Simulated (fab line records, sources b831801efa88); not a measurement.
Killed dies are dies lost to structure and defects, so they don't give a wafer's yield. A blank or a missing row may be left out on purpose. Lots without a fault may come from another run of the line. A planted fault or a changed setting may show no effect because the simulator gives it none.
A struck lot beside a sound one | flow gf180mcu | 23 steps out of a route of 602
Sound: wafers L585.3, L585.4, L585.5. Struck: wafers L592.2, L592.4, L592.5. The cause comes at the end.
At each step with rows: each side's tool, then ch and its chambers, then its first start. Under that, the readings that differ: sound wafers | struck wafers | difference of the means | sigmas: that difference in standard deviations of wafers without a fault.
alike: readings whose means differ by less than 2 such deviations, and words and numbers that are the same on both sides. not compared: withheld readings, readings that some wafer has no value for, bounds like >300 that may hide the same value, and numbers for which the record gives no deviation and whose values overlap.
The two part at a step that has a row with sigmas, a row that says differs or no value, or rows on one side only. Numbers that don't overlap but have no deviation are shown without sigmas and don't part them. A reading that every wafer of one side lacks parts them only if that side has two wafers or more.

first, 2 steps without rows for these wafers: GF_HV_LDD_PEB_29; GF_HV_LDD_DEVELOP_30 (develop time 60 s).
GF_HV_LDD_CD_MEAS_31: target cd 400 nm.
  sound on cd_sem-02, day 12 16:09; struck on cd_sem-01, day 14 19:43
  alike: cd_nm
GF_HV_LDD_OVL_MEAS_32:
  sound on overlay-01, day 12 16:14; struck on overlay-01, day 14 19:49
  alike: HV_LDD_02_OVL
then, 4 steps without rows for these wafers: GF_HV_LDD_IMPLANT_33; GF_HV_LDD_IMPLANT_34; GF_HV_LDD_IMPLANT_35; GF_HV_LDD_IMPLANT_36.
GF_HV_LDD_STRIP_37: strips in O2/N2.
  sound on plasma_asher-01 ch 0,1, day 12 16:53; struck on plasma_asher-03 ch 0,1, day 14 20:26
  alike: drypump_motor_current_A, heater_power_w, n2_flow_sccm, oes_product_au, strip_time_to_endpoint_s
  not compared: rf_hours_counter_h
GF_HV_LDD_TW_MEAS_38:
  sound on film_metro-03, day 12 16:59; struck on film_metro-04, day 14 20:33
  alike: HV_LDD_3_TW
then, 2 steps without rows for these wafers: GF_HV_LDD_DEHYDRATE_39 (time 60 s); GF_HV_LDD_HMDS_40 (prime time 60 s).
GF_HV_LDD_COAT_41: resist thk 1000 nm.
  sound on litho_track-01 ch 0, day 13 02:13; struck on litho_track-01 ch 0, day 15 06:38
  reading                                     | sound                | struck               | difference | sigmas
  spin_speed_rpm (rpm)                        | 3001.0 2998.4 3000.4 | 3206.9 3206.8 3202.3 | +205.4     | +99 or more
  model.NOVOLAK_of_HV_LDD_COAT_41.thk_nm (nm) | 997.1 998.7 998.8    | 967.1 968.4 969.9    | -29.7      |
then, 3 steps without rows for these wafers: GF_HV_LDD_SOFTBAKE_42 (time 60 s); GF_HV_LDD_EXPOSE_43 (exposes mask Pplus HV AREA, target cd 400 nm); GF_HV_LDD_PEB_44.
GF_HV_LDD_DEVELOP_45: develop time 60 s.
  sound on litho_track-02 ch 0, day 13 12:50; struck on litho_track-01 ch 0, day 15 17:59
  reading                                     | sound             | struck          | difference | sigmas
  model.NOVOLAK_of_HV_LDD_COAT_41.thk_nm (nm) | 996.7 998.3 998.4 | 966.7 968 969.5 | -29.7      |
GF_HV_LDD_CD_MEAS_46: target cd 400 nm.
  sound on cd_sem-01, day 13 12:58; struck on cd_sem-02, day 15 18:07
  reading    | sound             | struck            | difference | sigmas
  cd_nm (nm) | 396.5 396.7 396.0 | 406.3 407.5 405.9 | +10.2      | +4
GF_HV_LDD_OVL_MEAS_47:
  sound on overlay-01, day 13 13:04; struck on overlay-01, day 15 18:14
  alike: HV_LDD_03_OVL
then, 1 step without rows for these wafers: GF_HV_LDD_IMPLANT_48.
GF_HV_LDD_STRIP_49: strips in O2/N2.
  sound on plasma_asher-04 ch 0,1, day 13 13:16; struck on plasma_asher-01 ch 0,1, day 15 18:25
  reading                      | sound                | struck               | difference | sigmas
  strip_time_to_endpoint_s (s) | 12.584 12.618 12.604 | 12.249 12.263 12.283 | -0.337     | -12
  alike: drypump_motor_current_A, heater_power_w, n2_flow_sccm, oes_product_au
  not compared: rf_hours_counter_h
GF_HV_LDD_TW_MEAS_50:
  sound on film_metro-03, day 13 13:22; struck on film_metro-04, day 15 18:31
  alike: HV_LDD_4_TW
GF_PASSIVATION_PROBE_99:
  the record has rows for the sound wafers here (prober-01, day 30 05:19) and none for the struck ones

WHERE THEY PART
First at GF_HV_LDD_COAT_41; last, within this record, at GF_PASSIVATION_PROBE_99.

WHY: what the simulator had put in
Process parameter drift: litho_track-01, from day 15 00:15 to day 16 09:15, at GF_HV_LDD_COAT_41. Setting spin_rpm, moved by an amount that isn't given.
